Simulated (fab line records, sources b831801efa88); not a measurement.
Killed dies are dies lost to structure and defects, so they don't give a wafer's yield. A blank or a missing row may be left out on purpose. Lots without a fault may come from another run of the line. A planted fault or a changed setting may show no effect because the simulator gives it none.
Chamber matching | flow sky130 | SKY_VIA2_CMP_02 on cmp-01: 4 sister chambers
The step polishes SiO2. 8 wafers are shown with their chamber, then 11 later ones without.

WAFERS WITH THEIR CHAMBER
wafer  | chamber | motor_current_A (A) | head_pressure_psi (psi)
L237.6 | 3       | 10.3                | 4.001
L238.1 | 2       | 14.8                | 4.009
L239.1 | 3       | 10.1                | 4.007
L239.5 | 0       | 13.1                | 4.001
L240.2 | 0       | 12.4                | 3.982
L240.5 | 2       | 13.7                | 3.987
L240.6 | 1       | 11.8                | 4.004
L243.3 | 1       | 11.9                | 3.991

WAFERS WITHOUT THEIR CHAMBER
wafer  | motor_current_A (A) | head_pressure_psi (psi)
L243.4 | 12.9                | 3.988
L243.5 | 14.3                | 4.000
L249.1 | 12.0                | 3.996
L249.2 | 12.3                | 4.022
L249.6 | 14.1                | 4.013
L250.2 | 14.6                | 3.994
L250.4 | 12.5                | 4.015
L250.6 | 14.6                | 4.006
L254.4 | 11.1                | 4.006
L254.5 | 13.9                | 3.988
L254.6 | 12.0                | 3.999

WHICH CHAMBER EACH WENT THROUGH
wafer  | from the rows above          | in truth
L243.4 | can't be placed: 0 or 1      | 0
L243.5 | 2                            | 2
L249.1 | can't be placed: 1 or 0      | 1
L249.2 | can't be placed: 1 or 0      | 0
L249.6 | 2                            | 2
L250.2 | 2                            | 2
L250.4 | can't be placed: 1 or 0 or 2 | 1
L250.6 | 2                            | 2
L254.4 | can't be placed: 1 or 3 or 0 | 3
L254.5 | can't be placed: 2 or 0      | 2
L254.6 | can't be placed: 1 or 0      | 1
Placed correctly: 4 of 11. Can't be placed from these rows: 7 (the true chamber is among the candidates in 7). Placed wrongly: 0.
How it was worked out, from the rows above alone: a wafer's distance from a chamber is the root of the sum, over the readings, of the square of ((its reading less the chamber's mean) divided by the reading's scatter). The wafer belongs to the nearest chamber; if the next one is less than 2 further off, it can't be placed. A chamber's mean is the mean of its shown wafers. The scatter: the root of (the sum of the squares of (reading less its chamber's mean) over the shown wafers, divided by (wafers less chambers)).
